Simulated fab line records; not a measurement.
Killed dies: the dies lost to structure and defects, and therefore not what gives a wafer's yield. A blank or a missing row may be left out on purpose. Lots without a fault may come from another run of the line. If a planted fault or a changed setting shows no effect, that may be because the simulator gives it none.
fab line records    flow sky130
[record] lots = 6  wafers = 18  last_day = 50
route steps=708 shown CAP2M@616 METAL4@621 PAD_OPEN@708
lots that met no fault: taken from a fault-free run of the same line
start_h: hours from the record's opening day to when the first of the lot's shown wafers began    wait_h: how many hours have passed since the lot's step before this one    " the same as in the row above    L1.1+2: several wafers, shown together as one row    - either no value or no given start    * or withheld: withheld    < > ~ a bound
route shown NAME@n: a module of which the file shows steps, and the number in the route of the first    usual: mean/standard deviation of fault-free wafers    same: alike in all rows    chamber/n: place in a boat    sites: the reading at each site    _std_site: standard deviation of those values    _edge_site: inner sites' mean taken away from outer sites' mean    radius_mm: for every site, how far away it sits from the centre of the wafer    mask NAME#n: copy n    behind: the most recent tool/chamber to have shaped the wafer    hold: reason for holding the lot/hours on hold/outcome of the hold    device: names the non-switching transistor (n, p or np)    end of line: at the end of the route, the tests of the same wafers    a step given without rows: its recipe and nothing more    killed: at the first sort, the dies lost to defects and structure; wafer yield is something else    map: dies across one wafer; x = killed, . = not, _ = none there
set.NAME: the setting that was run; set.NAME@STEP: the one run at that earlier step    model.NAME: the simulator's own value behind a step, which no gauge read
certain route steps with their lots: each step a table, each wafer a row
services: when a tool's chamber went out of use (start_h, in hours from the record's first day, below 0 if earlier), for how many hours, and the reason
[[steps]]
[step SKY_CAP2M_METAL_ETCH_13]
[recipe] target_depth_nm = 220  stop_on = SiO2  chemistry = Cl2/BCl3  target = TiN  pressure_mtorr = 10  icp_w = 900  bias_w = 48.5  Cl2_flow_sccm = 60  bcl3_flow_sccm = 30  time_s = 62.9
[usual] drypump_motor_current_A = 5.9/0.45  he_backside_leak_sccm = 3.4/0.38  oes_product_au = 0.940/0.0074  throttle_valve_pct = 21.902/0.0095
lot.wafer  tool          chamber  start_h  wait_h  drypump_motor_current_A  he_backside_leak_sccm  oes_product_au  rf_hours_counter_h  throttle_valve_pct
L740.1     rie_metal-02  1        959.78   0.0     5.4                      3.5                    0.957           13                  21.889
L740.4     "             1        "        "       5.3                      3.6                    0.961           -                   21.902
L740.5     "             0        "        "       6.1                      3.4                    0.947           -                   21.905
L749.1     rie_metal-01  0        1023.98  0.0     5.9                      3.3                    0.936           14                  21.903
L749.4     "             0        "        "       5.9                      3.1                    0.945           -                   21.893
L749.5     "             1        "        "       5.1                      3.5                    0.940           -                   21.903
L753.3     rie_metal-01  1        1049.60  0.0     5.1                      3.5                    0.941           -                   21.898
L753.4     "             0        "        "       5.9                      3.5                    0.935           -                   21.911
L753.6     "             0        "        "       5.9                      3.5                    0.935           -                   21.898
L754.2     rie_metal-01  0        1056.45  0.0     5.9                      3.8                    0.928           16                  21.897
L754.3     "             0        "        "       5.9                      3.7                    0.939           -                   21.901
L754.4     "             1        "        "       5.1                      3.4                    0.945           -                   21.896
L761.1     rie_metal-04  0        1094.90  0.0     5.7                      3.3                    0.933           10                  21.897
L761.3     "             1        "        "       6.4                      3.2                    0.941           -                   21.895
L761.6     "             0        "        "       5.7                      3.1                    0.941           -                   21.904
L762.1     rie_metal-01  0        1096.53  0.0     5.9                      3.6                    0.925           19                  21.931
L762.2     "             0        "        "       5.9                      3.5                    0.932           -                   21.912
L762.5     "             0        "        "       5.9                      3.6                    0.941           -                   21.909
[step SKY_CAP2M_STRIP_14]
[recipe] chemistry = O2/N2  power_w = 1400  pressure_mtorr = 1500  platen_temp_c = withheld  o2_flow_sccm = 3000  n2_flow_sccm = 300  overash_fraction = 0.5
[usual] drypump_motor_current_A = 5.7/0.34  oes_product_au = 0.710/0.0041  strip_time_to_endpoint_s = 12.67/0.041
[same] overash_fraction = 0.5
lot.wafer  tool             chamber  start_h  wait_h  drypump_motor_current_A  oes_product_au  rf_hours_counter_h  strip_time_to_endpoint_s
L740.1     plasma_asher-02  0        959.85   0.1     5.8                      0.711           51                  12.62
L740.4     "                1        "        "       5.9                      0.715           -                   12.61
L740.5     "                1        "        "       5.9                      0.710           -                   12.64
L749.1     plasma_asher-02  1        1024.05  0.1     5.9                      0.705           58                  12.70
L749.4     "                1        "        "       5.9                      0.708           -                   12.67
L749.5     "                1        "        "       5.9                      0.707           -                   12.69
L753.3     plasma_asher-03  1        1049.69  0.1     6.1                      0.716           -                   12.55
L753.4     "                0        "        "       4.8                      0.715           -                   12.67
L753.6     "                0        "        "       4.8                      0.714           -                   12.64
L754.2     plasma_asher-02  0        1056.53  0.1     5.8                      0.709           61                  12.67
L754.3     "                1        "        "       5.9                      0.704           -                   12.72
L754.4     "                0        "        "       5.8                      0.709           -                   12.65
L761.1     plasma_asher-01  1        1094.98  0.1     5.9                      0.716           36                  12.66
L761.3     "                0        "        "       5.3                      0.706           -                   12.66
L761.6     "                1        "        "       5.9                      0.709           -                   12.61
L762.1     plasma_asher-01  0        1096.69  0.1     5.3                      0.712           36                  12.61
L762.2     "                1        "        "       5.9                      0.704           36                  12.64
L762.5     "                0        "        "       5.3                      0.714           -                   12.61
[step SKY_CAP2M_STRIP_15]
[recipe] chemistry = post_etch_residue_remover  time_s = 1200  temp_c = 72.5
[step SKY_CAP2M_CLEAN_16]
[recipe] chemistry = IPA  time_s = 180  temp_c = 25
[step SKY_CAP2M_CLEAN_17]
[recipe] chemistry = O3/DIW  dry = n2_spin
[step SKY_METAL4_DEHYDRATE_05]
[recipe] temp_c = 200  time_s = 60
[step SKY_METAL4_HMDS_06]
[recipe] prime_time_s = 60  prime_temp_c = 120
[step SKY_METAL4_COAT_07]
[recipe] resist = BARC  temp_c = withheld  time_s = withheld  spin_rpm = 3000  resist_thk_nm = 60
[step SKY_METAL4_COAT_08]
[recipe] resist = KrF-thick  spin_rpm = 3000  resist_thk_nm = 1140
[step SKY_METAL4_SOFTBAKE_09]
[recipe] temp_c = 100  time_s = 90  resist = KrF-thick
[step SKY_METAL4_EXPOSE_10]
[recipe] mask_id = MM4  na = 0.68  source_shape = annular  sigma_inner = 0.4  sigma_outer = 0.8  target_cd_nm = 300  dose_mj = 28
[step SKY_METAL4_PEB_11]
[recipe] peb_temp_c = withheld  peb_time_s = withheld  resist = KrF-thick
[step SKY_METAL4_DEVELOP_12]
[recipe] develop_time_s = 60  resist = KrF-thick  dev_temp_c = 21
[usual] developer_temp_C = 20.99/0.094
[same] develop_time_s = 60
lot.wafer  tool            chamber  start_h  wait_h  developer_temp_C
L740.1     litho_track-02  0        983      -       21.11
L740.4     "               0        "        "       21.10
L740.5     "               0        "        "       21.13
L749.1     litho_track-01  0        1046     -       21.03
L749.4     "               0        "        "       21.03
L749.5     "               0        "        "       21.21
L753.3     litho_track-02  0        1071     -       21.86
L753.4     "               0        "        "       21.84
L753.6     "               0        "        "       21.77
L754.2     litho_track-02  0        1077     -       21.71
L754.3     "               0        "        "       21.69
L754.4     "               0        "        "       21.64
L761.1     litho_track-03  0        1115     -       21.04
L761.3     "               0        "        "       20.87
L761.6     "               0        "        "       21.03
L762.1     litho_track-01  0        1117     -       21.00
L762.2     "               0        "        "       21.05
L762.5     "               0        "        "       20.75
[step SKY_METAL4_CD_MEAS_13]
[recipe] target_cd_nm = 300
[usual] cd_nm = 299.9/1.4
lot.wafer  tool       chamber  start_h  wait_h  cd_nm
L740.1     cd_sem-02  -        983.61   -       297.2
L740.4     "          -        "        "       298.3
L740.5     "          -        "        "       296.7
L749.1     cd_sem-02  -        1046.84  -       298.8
L749.4     "          -        "        "       298.9
L749.5     "          -        "        "       298.4
L753.3     cd_sem-02  -        1071.15  -       299.9
L753.4     "          -        "        "       298.9
L753.6     "          -        "        "       300.1
L754.2     cd_sem-02  -        1077.53  -       300.0
L754.3     "          -        "        "       299.1
L754.4     "          -        "        "       301.1
L761.1     cd_sem-02  -        1115.48  -       301.1
L761.3     "          -        "        "       300.5
L761.6     "          -        "        "       299.9
L762.1     cd_sem-01  -        1117.44  -       300.7
L762.2     "          -        "        "       299.1
L762.5     "          -        "        "       300.0
[step SKY_PAD_OPEN_PROBE_99]
[usual] defect_limited_yield = 82.2/1.8  killed_at_M0_to_M3 = 44/6  killed_at_M4_up = 3.3/2.1  killed_at_contacts = 25/5.5  killed_at_front_end = 15/4.3  killed_at_other = 0.2/0.41  killed_dies = 88/9.1  killed_open = 48/6.6  killed_short = 39/6.7  sort_bin_3_pad_short = 0.9/0.4  sort_bin_5_function = 10.4/1.5  sort_bin_6_memory = 6.5/1.1  sort_n_pass = 404/9.1  sort_yield_pct = 82.2/1.8
[same] gross_dies = 492  killed_at_back_side = 0  sort_bin_4_leakage[%] = 0  sort_bin_8_speed[%] = 0
lot.wafer  tool       chamber  start_h  wait_h  defect_limited_yield[%]  killed_at_M0_to_M3  killed_at_M4_up  killed_at_contacts  killed_at_front_end  killed_at_other  killed_dies  killed_open  killed_short  sort_bin_3_pad_short[%]  sort_bin_5_function[%]  sort_bin_6_memory[%]  sort_n_pass  sort_yield_pct[%]
L740.1     prober-01  -        1076.81  0.1     83.3                     40                  2                23                  17                   0                82           48           34            1.0                      10.2                    5.5                   410          83.3
L740.4     prober-01  -        1076.96  0.2     81.9                     42                  6                26                  15                   0                89           51           38            0.4                      11.6                    6.1                   403          81.9
L740.5     prober-01  -        1077.01  0.2     82.3                     34                  6                33                  14                   0                87           51           36            0.8                      11.2                    5.7                   405          82.3
L749.1     prober-02  -        1137.50  0.1     79.7                     50                  4                31                  15                   0                100          46           54            0.6                      13.2                    6.5                   392          79.7
L749.4     prober-02  -        1137.65  0.2     83.9                     34                  3                22                  19                   1                79           43           35            0.2                      10.0                    5.9                   413          83.9
L749.5     prober-02  -        1137.70  0.2     81.7                     43                  1                32                  14                   0                90           49           41            1.2                      10.6                    6.5                   402          81.7
L761.1     prober-02  -        1194.21  0.1     81.1                     43                  7                26                  17                   0                93           51           42            1.4                      11.6                    5.9                   399          81.1
L761.3     prober-02  -        1194.31  0.2     84.6                     35                  2                27                  12                   0                76           48           28            0.4                      7.5                     7.5                   416          84.6
L761.6     prober-02  -        1194.46  0.2     82.7                     44                  3                27                  11                   0                85           42           43            1.2                      12.0                    4.1                   407          82.7
L762.1     prober-01  -        1195.91  0.1     79.7                     52                  2                28                  18                   0                100          67           33            0.8                      12.6                    6.9                   392          79.7
L762.2     prober-01  -        1195.96  0.1     80.9                     46                  4                29                  15                   0                94           53           41            0.4                      10.2                    8.5                   398          80.9
L762.5     prober-01  -        1196.11  0.2     80.1                     41                  5                29                  23                   0                98           46           52            1.0                      11.0                    7.9                   394          80.1
// killed by level:class
L740.1 VIA1:geometric_particle:open=14 CONTACT:geometric_particle:open=10 METAL1:geometric_particle:short=8 VIA3:geometric_particle:open=7 POLY_GATE:geometric_particle:short=6 LI_CONTACT:geometric_particle:open=6 FIELD_ISO:geometric_particle:short=3 POLY_GATE:geometric_particle:open=3
L740.4 VIA1:geometric_particle:open=8 VIA2:geometric_particle:open=8 CONTACT:geometric_particle:open=7 POLY_GATE:geometric_particle:short=6 LI_CONTACT:geometric_particle:open=6 METAL1:geometric_particle:short=6 METAL3:geometric_particle:short=5 VIA3:geometric_particle:open=5
L740.5 VIA1:geometric_particle:open=13 LI_CONTACT:geometric_particle:open=10 CONTACT:geometric_particle:open=10 FIELD_ISO:geometric_particle:open=7 VIA1:geometric_particle:short=7 LI_CONTACT:geometric_particle:short=6 LOCAL_INTERCONNECT:geometric_particle:short=5 METAL4:geometric_particle:short=5
L749.1 CONTACT:geometric_particle:open=14 VIA1:geometric_particle:short=10 VIA1:geometric_particle:open=9 LI_CONTACT:geometric_particle:short=8 VIA3:geometric_particle:short=6 METAL2:geometric_particle:short=6 VIA3:geometric_particle:open=6 LI_CONTACT:geometric_particle:open=5
L749.4 VIA1:geometric_particle:open=12 CONTACT:geometric_particle:open=9 VIA1:geometric_particle:short=6 CONTACT:geometric_particle:short=5 VIA2:geometric_particle:short=4 POLY_GATE:geometric_particle:short=4 POLY_GATE:geometric_particle:open=4 LI_CONTACT:geometric_particle:open=4
L749.5 LI_CONTACT:geometric_particle:open=12 VIA1:geometric_particle:open=9 CONTACT:geometric_particle:short=6 CONTACT:geometric_particle:open=6 METAL1:geometric_particle:short=6 VIA3:geometric_particle:open=6 LI_CONTACT:geometric_particle:short=5 VIA1:geometric_particle:short=5
L761.1 VIA2:geometric_particle:open=11 CONTACT:geometric_particle:open=11 VIA1:geometric_particle:open=8 POLY_GATE:geometric_particle:short=6 VIA3:geometric_particle:open=6 LOCAL_INTERCONNECT:geometric_particle:short=6 METAL4:geometric_particle:short=5 POLY_GATE:geometric_particle:open=4
L761.3 CONTACT:geometric_particle:open=11 VIA1:geometric_particle:open=9 LI_CONTACT:geometric_particle:open=8 VIA2:geometric_particle:open=8 METAL2:geometric_particle:short=5 LOCAL_INTERCONNECT:geometric_particle:short=4 FIELD_ISO:geometric_particle:short=3 CONTACT:geometric_particle:short=3
L761.6 VIA3:geometric_particle:open=13 CONTACT:geometric_particle:open=10 LOCAL_INTERCONNECT:geometric_particle:short=6 METAL1:geometric_particle:short=6 VIA2:geometric_particle:open=5 CONTACT:geometric_particle:short=5 VIA1:geometric_particle:open=5 POLY_GATE:geometric_particle:short=4
L762.1 VIA1:geometric_particle:open=22 LI_CONTACT:geometric_particle:open=13 CONTACT:geometric_particle:open=9 FIELD_ISO:geometric_particle:open=7 VIA2:geometric_particle:open=6 VIA1:geometric_particle:short=5 VIA3:geometric_particle:open=5 FIELD_ISO:geometric_particle:short=4
L762.2 LI_CONTACT:geometric_particle:open=11 VIA1:geometric_particle:open=10 FIELD_ISO:geometric_particle:open=6 CONTACT:geometric_particle:open=6 VIA1:geometric_particle:short=6 METAL2:geometric_particle:short=5 VIA2:geometric_particle:open=5 FIELD_ISO:geometric_particle:short=4
L762.5 CONTACT:geometric_particle:open=12 VIA1:geometric_particle:open=9 METAL1:geometric_particle:short=8 FIELD_ISO:geometric_particle:open=6 CONTACT:geometric_particle:short=6 VIA1:geometric_particle:short=6 POLY_GATE:geometric_particle:open=5 POLY_GATE:geometric_particle:short=5
[[services]]
tool             chamber  start_h  hours  kind
plasma_asher-01  -        937.26   2.8    pm
rie_metal-01     -        954.43   2.8    pm
rie_metal-02     -        973.21   2.7    repair
rie_metal-02     -        1009.11  2.1    repair
plasma_asher-03  -        1021.19  6.6    repair
plasma_asher-01  -        1028.74  1.6    repair
plasma_asher-03  -        1055.25  9.0    pm
plasma_asher-03  0        1055.25  9.0    vent_cycle
plasma_asher-03  1        1055.25  9.0    vent_cycle
plasma_asher-03  0        1064.25  -      clean
plasma_asher-03  1        1064.25  -      clean
rie_metal-01     0        1087.74  5.5    repair
rie_metal-01     1        1089.90  21.7   repair
rie_metal-04     -        1107.30  2.8    pm
[[key]]
[first_sign] step = SKY_METAL4_DEVELOP_12  reading = developer_temp_C  direction = up  sigmas = 8.2  usual = *  struck = *
effect none on later readings
met_at SKY_METAL4_DEVELOP_12
struck_wafers L753.3,L753.4,L753.6,L754.2,L754.3,L754.4
onset_between 983 1071
[fault] kind = process_parameter_drift  tool = litho_track-02  chamber = -  onset_h = 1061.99  steps = SKY_METAL4_DEVELOP_12  channel = dev_temp_c  offset = *  shape = step  end_h = 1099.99  acts_in = *  stated = *
